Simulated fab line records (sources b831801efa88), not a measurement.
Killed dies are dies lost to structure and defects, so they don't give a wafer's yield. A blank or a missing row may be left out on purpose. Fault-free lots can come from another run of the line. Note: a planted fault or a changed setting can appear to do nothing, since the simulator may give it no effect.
Which tool did it? ; flow gf180mcu ; 13 lots with 39 wafers sampled at 4 steps, on a route of 602 steps

## WHAT THE GAUGES READ, wafer by wafer
GF_M3_THK_MEAS_06: measures by xrf. Usual: M3_ALCU_THK 450 nm, standard deviation 5.5.
lot;measured;on;M3_ALCU_THK (nm);flag
L394;day 20 11:35;film-metro-03;459 449 452;
L398;day 22 00:29;film-metro-01;451 445 446;
L400;day 22 14:33;film-metro-03;455 457 460;
L401;day 23 00:47;film-metro-02;451 457 460;
L408;day 25 09:28;film-metro-02;457 451 453;
L409;day 25 19:30;film-metro-02;452 447 446;
L410;day 26 01:51;film-metro-02;441 446 449;
L412;day 26 14:46;film-metro-02;451 459 455;
L413;day 26 20:47;film-metro-03;441 444 447;
L414;day 27 02:01;film-metro-02;450 440 453;
L415;day 27 07:07;film-metro-02;444 437 443;
L416;day 27 14:46;film-metro-02;448 455 444;
L417;day 28 01:37;film-metro-03;447 450 442;

GF_M3_OVL_MEAS_15. Usual: M3_OVL -1 nm, standard deviation 5.1.
lot;measured;on;M3_OVL (nm);flag
L394;day 21 11:50;overlay-02;8 6 1;
L398;day 22 23:59;overlay-02;-2 -2 -2;
L400;day 23 13:22;overlay-01;0 -13 -4;
L401;day 23 23:17;overlay-01;-12 -6 -8;
L408;day 26 06:29;overlay-01;3 0 -1;
L409;day 26 15:56;overlay-01;-1 -1 2;
L410;day 26 21:43;overlay-01;-4 -5 -4;
L412;day 27 10:47;overlay-01;2 -2 0;
L413;day 27 16:44;overlay-01;5 0 4;
L414;day 27 22:00;overlay-01;-10 -7 -9;
L415;day 28 03:14;overlay-02;-2 -1 3;
L416;day 28 10:26;overlay-02;3 5 3;
L417;day 28 21:05;overlay-01;-5 -10 -10;

GF_V3_BOW_MEAS_05. Usual: V3_BOW 116 um, standard deviation 8.5.
lot;measured;on;V3_BOW (um);flag
L394;day 21 13:05;film-metro-02;107 112 109;
L398;day 23 01:17;film-metro-02;126 130 117;
L400;day 23 14:38;film-metro-02;109 113 104;
L401;day 24 00:35;film-metro-01;111 121 114;
L408;day 26 07:44;film-metro-02;124 105 116;
L409;day 26 17:12;film-metro-02;123 120 118;
L410;day 26 23:02;film-metro-02;132 108 117;
L412;day 27 12:07;film-metro-02;119 105 95;
L413;day 27 18:03;film-metro-04;126 118 115;
L414;day 27 23:22;film-metro-02;127 126 122;
L415;day 28 04:31;film-metro-04;110 108 104;
L416;day 28 11:42;film-metro-02;123 121 116;
L417;day 28 22:20;film-metro-02;125 122 130;

## WHAT TOOL EACH LOT RAN ON (gives the tool, then ch and the chambers of the sampled wafers, and finally the start)
lot;GF_V3_CMP_04
L394;cmp-02 ch 0,3, day 21 12:49
L398;cmp-02 ch 0,1,2, day 23 01:02
L400;cmp-01 ch 0,2,3, day 23 14:20
L401;cmp-01 ch 0,1,3, day 24 00:20
L408;cmp-02 ch 2,3, day 26 07:26
L409;cmp-02 ch 0,1,3, day 26 16:53
L410;cmp-01 ch 1,2,3, day 26 22:50
L412;cmp-01 ch 0,1,2, day 27 11:49
L413;cmp-02 ch 0,2, day 27 17:45
L414;cmp-02 ch 0,2,3, day 27 23:04
L415;cmp-01 ch 0,1,3, day 28 04:19
L416;cmp-02 ch 0,2, day 28 11:26
L417;cmp-02 ch 0,2,3, day 28 22:07
- GF_V3_CMP_04: polishes SiO2.

## AS READ BY THE TOOLS THEMSELVES (means over the sampled wafers that have a number; for cases with no such wafer, the mark the record gives instead)
GF_V3_CMP_04. Usual: motor-current-A 12.1 A, standard deviation 1; time-to-endpoint-s 78 s, standard deviation 5.8.
lot;tool;motor-current-A (A);time-to-endpoint-s (s);flag
L394;cmp-02;12.4;86;
L398;cmp-02;12.8;83;
L400;cmp-01;10.7;82;
L401;cmp-01;11.7;74;
L408;cmp-02;13.0;69;
L409;cmp-02;13.3;73;
L410;cmp-01;12.2;74;
L412;cmp-01;11.2;81;
L413;cmp-02;12.7;79;
L414;cmp-02;12.7;80;
L415;cmp-01;11.8;84;
L416;cmp-02;13.0;78;
L417;cmp-02;12.7;83;

## THE ANSWER, worked out from the rows above alone
Rule: a lot is off if the mean of its wafers that have a number lies more than 3 standard deviations from the usual mean. A lot without any number at a reading at which 4 lots or more have one is off too. The other lots that the step has rows for count as sound. The gauges are gone through in route order, then the tools' own readings, and for those a lot's mean is taken as printed above. The first step at which some lot is off is used, and at that step the reading that is off furthest; a lot without a number counts as furthest.
Across all readings shown, no lot is off: no conclusion can be drawn from this.

## WHAT THE SIMULATOR PUT IN
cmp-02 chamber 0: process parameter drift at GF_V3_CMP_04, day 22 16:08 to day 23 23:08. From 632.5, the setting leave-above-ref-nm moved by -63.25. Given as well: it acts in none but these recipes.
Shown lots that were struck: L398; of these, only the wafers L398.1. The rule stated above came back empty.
